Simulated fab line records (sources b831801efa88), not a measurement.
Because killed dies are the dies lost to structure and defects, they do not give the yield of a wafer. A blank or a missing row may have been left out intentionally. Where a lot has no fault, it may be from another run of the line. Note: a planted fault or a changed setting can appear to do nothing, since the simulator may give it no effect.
Problem report in the 8D (eight disciplines) form, filled by code | flow gf180mcu | the parts of the form that need people (team, actions taken, sign-off) are left out

== 1. THE ISSUE ==
LVPWELL_TW at GF_LVPWELL_TW_MEAS_11 reads a mean of 1584 on 6 wafers of 2 lots; wafers without a fault read 557 with a standard deviation of 4.6. So: +99 or more standard deviations from the usual mean.
The first sign was on wafer L258.2 at day 5 14:23, on filmMetro-02. At this step, 42 wafers from 14 lots have a number in the record. The rule behind "out" and "out of limits": a value lying over 4 standard deviations away from the usual mean. The other wafers with a number count as sound.

== 2. WHAT IT IS, WHAT IT ISN'T ==
question                    | is                         | is not
which readings at this step | LVPWELL_TW                 | -
which lots                  | L258, L259                 | L251, L252, L254, L255, L256, L261, L265, L267, L268, L269, L270, L273
which wafers of those lots  | all that have a number     | -
read on which gauges        | filmMetro-02, filmMetro-04 | filmMetro-01
when                        | from day 5 14:23           | up to then (15 sound wafers); but 21 sound wafers of L261, L265, L267, L268, L269, L270, L273 came after

== 3. SUSPECTS, AND WHAT RULES EACH OUT ==
Counting: a tool stays on the suspect list if, at a process step up to the reading, it processed all lots that are out and no sound lot following the first of them.
- the gauge at GF_LVPWELL_TW_MEAS_11 has been ruled out. 2 gauges (filmMetro-02, filmMetro-04) read the wafers that are out.
- lithoTrack-01 at GF_NWELL_COAT_02 (resist thk 3000 nm): ruled out as a lasting fault. Sound lots L261, L265, L267, L269, L270 ran on it after its first lot that is out, L258 (day 4 15:46).
Left after counting: nothing in the record.

== 4. THE CAUSE (what the simulator had put in) ==
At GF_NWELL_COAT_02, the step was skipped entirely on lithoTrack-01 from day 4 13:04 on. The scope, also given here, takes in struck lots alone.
Counting ruled it out, wrongly: the rule takes a fault to strike every lot that its tool runs from its start on, and this one did not.

== 5. SEQUENCE OF EFFECTS, ordered by route ==
Each row: a reading whose mean over the struck wafers that have a number lies more than 3 standard deviations from the usual. Readings are gone through only where the record gives a usual standard deviation; hours: the median, over the lots, of the time from a lot's start at the first step in this table giving one to that lot's start at this step; sigmas: the change measured in usual standard deviations.
hours | step                  | reading    | usual | on struck wafers | change | sigmas
0     | GF_LVPWELL_TW_MEAS_11 | LVPWELL_TW | 557   | 1584             | +1027  | +99 or more
15    | GF_MVSD_TW_MEAS_11    | MVSD_TW    | 1572  | 1971             | +399   | +33
Readings that are blank on the struck wafers while sound wafers have them: chillPlateTempC at GF_NWELL_COAT_02; dispensePressureKPa at GF_NWELL_COAT_02; resistLineTempC at GF_NWELL_COAT_02; NWELL_OVL at GF_NWELL_OVL_MEAS_07.
Later measuring or inspecting steps at which every struck wafer that the step has a row for has a number for every such reading, and none has moved that far: GF_V1_THK_MEAS_01.

== 6. HOW IT WOULD HAVE BEEN CAUGHT EARLIER ==
Counted from the fault's start at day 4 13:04, it took 25 hours until the first out-of-limits reading at a measuring or inspecting step in this record, taken at day 5 14:23.
Between GF_NWELL_COAT_02 and GF_LVPWELL_TW_MEAS_11, GF_NWELL_OVL_MEAS_07 gave no NWELL_OVL on the struck wafers, where sound wafers have one: a measuring or inspecting step that comes back empty is itself a sign.
At GF_NWELL_COAT_02 the tool's readings are blank on the struck wafers, where sound wafers have them: an empty tool record is the first sign, and it was there at once.
